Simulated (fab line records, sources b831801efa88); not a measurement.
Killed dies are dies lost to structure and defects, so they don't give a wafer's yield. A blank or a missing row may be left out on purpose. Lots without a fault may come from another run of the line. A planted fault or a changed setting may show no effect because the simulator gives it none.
Which tool did it? | flow sky130 | 7 lots, 21 wafers sampled, at 1 step of a route of 708

WHAT THE GAUGES READ, wafer by wafer
SKY_VT_ADJUST_LVTN_OVL_MEAS_18.
lot  | measured     | on         | VT_ADJUST_LVTN_01_OVL (nm)
L548 | day 8 16:28  | overlay-02 | -0.7 -1.0 -0.6
L550 | day 8 21:25  | overlay-01 | 1.8 1.4 1.7
L557 | day 10 13:01 | overlay-01 | -0.6 -1.4 -1.3
L559 | day 11 08:26 | overlay-02 | 0.7 2.5 1.9
L561 | day 11 21:47 | overlay-02 | 0.6 0.7 0.4
L566 | day 13 18:25 | overlay-01 | -1.2 1.0 0.6
L568 | day 15 04:31 | overlay-01 | -2.1 -2.3 -3.7

WHICH TOOL RAN EACH LOT (tool, then ch and the chambers of the sampled wafers, then the start)
The record holds no process step before these readings.

THE ANSWER, worked out from the rows above alone
Rule: what is usual is taken from the lots themselves. Put in order of their means at a reading, lots are off if they are a third of the lots or fewer, leave a main group of 4 or more, and stand apart from it by a gap of 3 or more times the standard deviation of the main group's means; of several such gaps the widest counts. A main group whose means are all the same, to the digits that the tables above print for the reading, isn't used. A lot without any number at a reading at which 4 lots or more have one is off too. The other lots that the step has rows for count as sound.
No lot is off at any reading shown: from this, nothing can be told.

WHAT THE SIMULATOR HAD PUT IN
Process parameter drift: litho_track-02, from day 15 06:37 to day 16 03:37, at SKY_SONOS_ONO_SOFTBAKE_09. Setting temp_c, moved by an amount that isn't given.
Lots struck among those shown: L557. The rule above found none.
